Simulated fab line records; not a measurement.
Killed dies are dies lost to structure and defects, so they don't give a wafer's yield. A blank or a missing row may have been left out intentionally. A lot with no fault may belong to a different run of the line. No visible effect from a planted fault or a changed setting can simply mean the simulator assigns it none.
Check for tools in common / flow gf180mcu / Sample size 13 lots and 39 wafers

## WHY THIS WAS OPENED
2 of 13 lots carry a flag on the reading CONTACT_CVD_02_THK at GF_CONTACT_THK_MEAS_03. Fault-free wafers read 857 nm, with a standard deviation of 12.
Rule: a lot gets a flag if all its wafers with a number sit over 4 standard deviations from that mean, or if no wafer of it has a number. The other lots count as sound.

lot=L914; measured=day 15 02:48; on=film metro-01; CONTACT_CVD_02_THK (nm), wafer by wafer=869 872 859; flag=
lot=L915; measured=day 15 11:07; on=film metro-02; CONTACT_CVD_02_THK (nm), wafer by wafer=840 862 884; flag=
lot=L916; measured=day 15 22:16; on=film metro-01; CONTACT_CVD_02_THK (nm), wafer by wafer=867 868 872; flag=
lot=L917; measured=day 16 03:02; on=film metro-02; CONTACT_CVD_02_THK (nm), wafer by wafer=851 865 873; flag=
lot=L919; measured=day 16 23:59; on=film metro-03; CONTACT_CVD_02_THK (nm), wafer by wafer=858 866 866; flag=
lot=L922; measured=day 18 05:26; on=film metro-02; CONTACT_CVD_02_THK (nm), wafer by wafer=860 853 870; flag=
lot=L925; measured=day 19 05:34; on=film metro-03; CONTACT_CVD_02_THK (nm), wafer by wafer=552 562 582; flag=FLAGGED
lot=L926; measured=day 19 13:50; on=film metro-01; CONTACT_CVD_02_THK (nm), wafer by wafer=570 571 572; flag=FLAGGED
lot=L933; measured=day 21 22:09; on=film metro-02; CONTACT_CVD_02_THK (nm), wafer by wafer=850 864 870; flag=
lot=L934; measured=day 22 08:53; on=film metro-02; CONTACT_CVD_02_THK (nm), wafer by wafer=837 857 863; flag=
lot=L935; measured=day 22 14:32; on=film metro-03; CONTACT_CVD_02_THK (nm), wafer by wafer=837 864 859; flag=
lot=L937; measured=day 23 03:05; on=film metro-02; CONTACT_CVD_02_THK (nm), wafer by wafer=857 857 867; flag=
lot=L936; measured=day 23 07:43; on=film metro-03; CONTACT_CVD_02_THK (nm), wafer by wafer=843 831 853; flag=
Average over the flagged lots: 568 nm; offset from the usual -289 nm, equal to -24 standard deviations.

## LOT BY LOT: THE TOOL USED
The record holds 1 process step before the reading, out of a route of 602 steps. Cell contents, in order: the tool; ch with the chambers the sampled wafers went through; the start.
lot=L914; flag=; GF_CONTACT_CVD_02=pecvd-04 ch 0,1,2, day 15 02:43
lot=L915; flag=; GF_CONTACT_CVD_02=pecvd-04 ch 0,2, day 15 11:03
lot=L916; flag=; GF_CONTACT_CVD_02=pecvd-03 ch 1,2, day 15 22:10
lot=L917; flag=; GF_CONTACT_CVD_02=pecvd-03 ch 0,1,2, day 16 02:57
lot=L919; flag=; GF_CONTACT_CVD_02=pecvd-03 ch 0,1,2, day 16 23:54
lot=L922; flag=; GF_CONTACT_CVD_02=pecvd-03 ch 0,1, day 18 05:20
lot=L925; flag=FLAGGED; GF_CONTACT_CVD_02=pecvd-03 ch 1,2, day 19 05:29
lot=L926; flag=FLAGGED; GF_CONTACT_CVD_02=pecvd-03 ch 0,1,2, day 19 13:47
lot=L933; flag=; GF_CONTACT_CVD_02=pecvd-04 ch 1,2, day 21 22:04
lot=L934; flag=; GF_CONTACT_CVD_02=pecvd-01 ch 0,2, day 22 08:48
lot=L935; flag=; GF_CONTACT_CVD_02=pecvd-01 ch 0,1,2, day 22 14:28
lot=L937; flag=; GF_CONTACT_CVD_02=pecvd-04 ch 1,2, day 23 03:01
lot=L936; flag=; GF_CONTACT_CVD_02=pecvd-03 ch 0,1, day 23 07:39
What is done by these steps:
- GF_CONTACT_CVD_02: deposits SiO2 from TEOS, target thk 860 nm, time 95.992 s.
- GF_CONTACT_THK_MEAS_03

## FLAGGED OVER TOTAL, TOOL BY TOOL (the gauges that took the reading come last)
step=GF_CONTACT_CVD_02; tool=pecvd-01; lots run=2; flagged=0; share of the flagged lots=none; sound lots run after its first flagged lot=-
step=GF_CONTACT_CVD_02; tool=pecvd-03; lots run=7; flagged=2; share of the flagged lots=all; sound lots run after its first flagged lot=1 (L936)
step=GF_CONTACT_CVD_02; tool=pecvd-04; lots run=4; flagged=0; share of the flagged lots=none; sound lots run after its first flagged lot=-
step=GF_CONTACT_THK_MEAS_03; tool=film metro-01; lots run=3; flagged=1; share of the flagged lots=some; sound lots run after its first flagged lot=0
step=GF_CONTACT_THK_MEAS_03; tool=film metro-02; lots run=6; flagged=0; share of the flagged lots=none; sound lots run after its first flagged lot=-
step=GF_CONTACT_THK_MEAS_03; tool=film metro-03; lots run=4; flagged=1; share of the flagged lots=some; sound lots run after its first flagged lot=2 (L935,L936)

## WHAT THE TABLE ALLOWS
All flagged lots share 1 row of the table, namely pecvd-03 at GF_CONTACT_CVD_02.
- pecvd-03 at GF_CONTACT_CVD_02 ran 7 lots, 2 of them flagged. Lots that were sound ran on it after the first flagged one (L936); a persistent fault on the entire tool would not allow that.
Not one row of the table ran every flagged lot while running no sound lot after the first.

## WHAT HAD BEEN PUT IN BY THE SIMULATOR
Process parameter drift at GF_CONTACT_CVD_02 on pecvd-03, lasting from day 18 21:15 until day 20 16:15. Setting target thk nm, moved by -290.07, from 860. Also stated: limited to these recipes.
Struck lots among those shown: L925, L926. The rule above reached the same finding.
